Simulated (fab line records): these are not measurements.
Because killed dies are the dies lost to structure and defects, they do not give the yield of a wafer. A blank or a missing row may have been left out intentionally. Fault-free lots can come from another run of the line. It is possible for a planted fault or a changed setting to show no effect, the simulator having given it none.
Code-filled problem report in 8D (eight disciplines) form / flow sky130 / the parts of the form that need people (team, actions taken, sign-off) are left out

== 1. THE ISSUE ==
At SKY_PAD_OPEN_PROBE_99, killed_at_front_end averages 66 over 6 wafers from 2 lots, while fault-free wafers read 16, standard deviation 4.2. Relative to the usual mean, that is a shift of +12 standard deviations.
Seen first at day 48 16:58 on prober-01, wafer L963.1. The record has a number at this step for 18 wafers belonging to 6 lots. By rule, "out" or "out of limits" means more than 4 standard deviations away from the usual mean. All remaining wafers that have a number are taken as sound.

== 2. WHAT IT IS; WHAT IT IS NOT ==
question=which readings at this step; is=killed_at_front_end; is not=killed_at_M4_up, killed_at_other
question=which lots; is=L963, L964; is not=L957, L960, L961, L962
question=which wafers of those lots; is=all that have a number; is not=-
question=read on which tools; is=prober-01, prober-02; is not=-
question=when; is=from day 48 16:58; is not=up to then (12 sound wafers)

== 3. THE SUSPECTS, EACH WITH WHAT RULES IT OUT ==
Counting: a tool stays on the suspect list if, at a process step up to the reading, it processed all lots that are out and no sound lot following the first of them.
- lpcvd-01 at SKY_POLY_GATE_CVD_00 (deposits poly-Si, target thk 180 nm, time 720 s): kept. Every lot that is out went through it, starting with L963 (day 18 07:23), and after that it ran no sound lot; the last sound lot it ran before then is L962 (day 17 21:16).
After counting, what remains is lpcvd-01 at SKY_POLY_GATE_CVD_00.

== 4. THE CAUSE (what the simulator had put in) ==
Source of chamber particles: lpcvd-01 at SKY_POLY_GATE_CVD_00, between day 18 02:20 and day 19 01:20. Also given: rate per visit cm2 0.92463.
This tool alone remained once counting was done.

== 5. SEQUENCE OF EFFECTS, ordered by route ==
Each row: a reading whose mean over the struck wafers that have a number lies more than 3 standard deviations from the usual. Scope: only readings with a usual standard deviation given in the record; hours: median across lots of the time from each lot's start at the first step in this table that gives one to its start at this step; sigmas: change in usual standard deviations.
hours=0; step=SKY_PAD_OPEN_PROBE_99; reading=killed_at_front_end; usual=16; on struck wafers=66; change=+50; sigmas=+12
hours=0; step=SKY_PAD_OPEN_PROBE_99; reading=killed_dies; usual=86; on struck wafers=135; change=+49; sigmas=+5.7
Here are the process steps it includes:
- SKY_PAD_OPEN_PROBE_99

== 6. WHAT WOULD HAVE CAUGHT IT SOONER ==
First out-of-limits reading in this record: day 48 16:58, which is 735 hours after fault onset at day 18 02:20.
The start of SKY_POLY_GATE_CVD_00 on lpcvd-01 came by day 48 16:58 for every one of the lots that are out (2). Tool hold at that time: it would have spared none of them.
